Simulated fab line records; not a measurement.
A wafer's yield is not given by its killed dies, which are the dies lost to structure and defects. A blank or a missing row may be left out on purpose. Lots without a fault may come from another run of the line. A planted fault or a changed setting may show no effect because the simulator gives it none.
A struck lot beside a sound one / flow sky130 / 16 out of 708 route steps
Sound: these wafers, L317.2, L317.3, L317.4. Struck: wafer L325.5. (L325.2 of the same lot was not struck and is left out.) The cause comes at the end.
At each step with rows: each side's tool, then ch and its chambers, then its first start. Under that, the readings that differ: sound wafers / struck wafers / difference of the means / sigmas: that difference in standard deviations of wafers without a fault.
alike: readings with means less than 2 such deviations apart, plus words and numbers identical on both sides. not compared: withheld readings, readings lacking a value on some wafer, bounds such as >300 that could conceal the same value, and numbers that have no deviation in the record and whose values overlap.
The two part at a step that has a row with sigmas, a row that says differs or no value, or rows on one side only. Numbers that have no deviation but don't overlap get no sigmas and don't part them. A reading missing from all wafers of one side parts the sides only when that side holds two or more wafers.

first, 1 step without rows for these wafers: SKY_FIELD_ISO_CVD_03 (deposits Si3N4 from DCS/NH3, target thk 165 nm, time 2830 s).
SKY_FIELD_ISO_THK_MEAS_04:
  sound: filmMetro-02 at day 1 17:17; struck: filmMetro-03 at day 3 05:52
  alike: FIELD_ISO_CVD_03_THK
then, 8 steps without rows for these wafers: SKY_FIELD_ISO_DEHYDRATE_05 (time 60 s); SKY_FIELD_ISO_HMDS_06 (prime time 60 s); SKY_FIELD_ISO_COAT_07 (resist thk 60 nm); SKY_FIELD_ISO_COAT_08 (resist thk 450 nm); SKY_FIELD_ISO_SOFTBAKE_09 (time 90 s); SKY_FIELD_ISO_EXPOSE_10 (exposes mask FOM, target cd 150 nm); SKY_FIELD_ISO_PEB_11; SKY_FIELD_ISO_DEVELOP_12 (develop time 60 s).
SKY_FIELD_ISO_CD_MEAS_13 targets a cd of 150 nm.
  sound: cdSem-02 at day 2 07:41; struck: cdSem-02 at day 3 22:14
  alike: cdNm
SKY_FIELD_ISO_ETCH_14: etches BARC in N2/H2, stops on SiO2, time 45.9 s, target depth 60 nm.
  sound on rieDiel-01 ch 1,2,3, day 2 07:47; struck on rieDiel-03 ch 3, day 3 22:20
reading=drypumpMotorCurrentA (A); sound=6.0 6.4 5.8; struck=5.4; difference=-0.7; sigmas=-2
  alike: h2FlowSccm, oesProductAu, throttleValvePct
  not compared: rfHoursCounterH
SKY_FIELD_ISO_ETCH_15: etches the open film in CHF3/O2, stops on Si, target depth 180 nm, time 72 s.
  sound on rieDiel-01 ch 1,2,3, day 2 07:49; struck on rieDiel-03 ch 3, day 3 22:22
reading=drypumpMotorCurrentA (A); sound=6.0 6.4 5.8; struck=5.4; difference=-0.7; sigmas=-2
reading=oesProductAu (a.u.); sound=0.955 0.962 0.947; struck=0.739; difference=-0.216; sigmas=-33
reading=throttleValvePct (%); sound=8.848 8.843 8.848; struck=8.770; difference=-0.076; sigmas=-8
reading=model.KrF-thick_of_FIELD_ISO_COAT_08.thkNm (nm); sound=236.7 238.9 233; struck=300.8; difference=+64.6; sigmas=
reading=model.etch.depthNm (nm); sound=165.8 167.8 165.8; struck=106.2; difference=-60.3; sigmas=
  not compared: rfHoursCounterH
SKY_FIELD_ISO_STRIP_16: strips in O2/N2.
  sound on plasmaAsher-01 ch 0,1, day 2 07:53; struck on plasmaAsher-01 ch 1, day 3 22:26
reading=oesProductAu (a.u.); sound=0.374 0.379 0.380; struck=0.402; difference=+0.024; sigmas=+5
reading=stripTimeToEndpointS (s); sound=3.56 3.56 3.51; struck=4.22; difference=+0.68; sigmas=+16
  alike: drypumpMotorCurrentA
  not compared: rfHoursCounterH
SKY_FIELD_ISO_ETCH_17: etches Si in HBr/Cl2/O2, target depth 342 nm, time 97.7 s.
  sound on rieSi-02 ch 0,1,2, day 2 07:59; struck on rieSi-01 ch 1, day 3 22:32
  alike: drypumpMotorCurrentA, oesProductAu, throttleValvePct
  not compared: rfHoursCounterH
after that, 1 step had no rows for these wafers: SKY_PAD_OPEN_PROBE_99.

WHERE THEY PART
Earliest at SKY_FIELD_ISO_ETCH_14; latest, in this record, at SKY_FIELD_ISO_STRIP_16. Later steps at which nothing parts them and some readings are alike: SKY_FIELD_ISO_ETCH_17.

WHY: the cause the simulator had injected
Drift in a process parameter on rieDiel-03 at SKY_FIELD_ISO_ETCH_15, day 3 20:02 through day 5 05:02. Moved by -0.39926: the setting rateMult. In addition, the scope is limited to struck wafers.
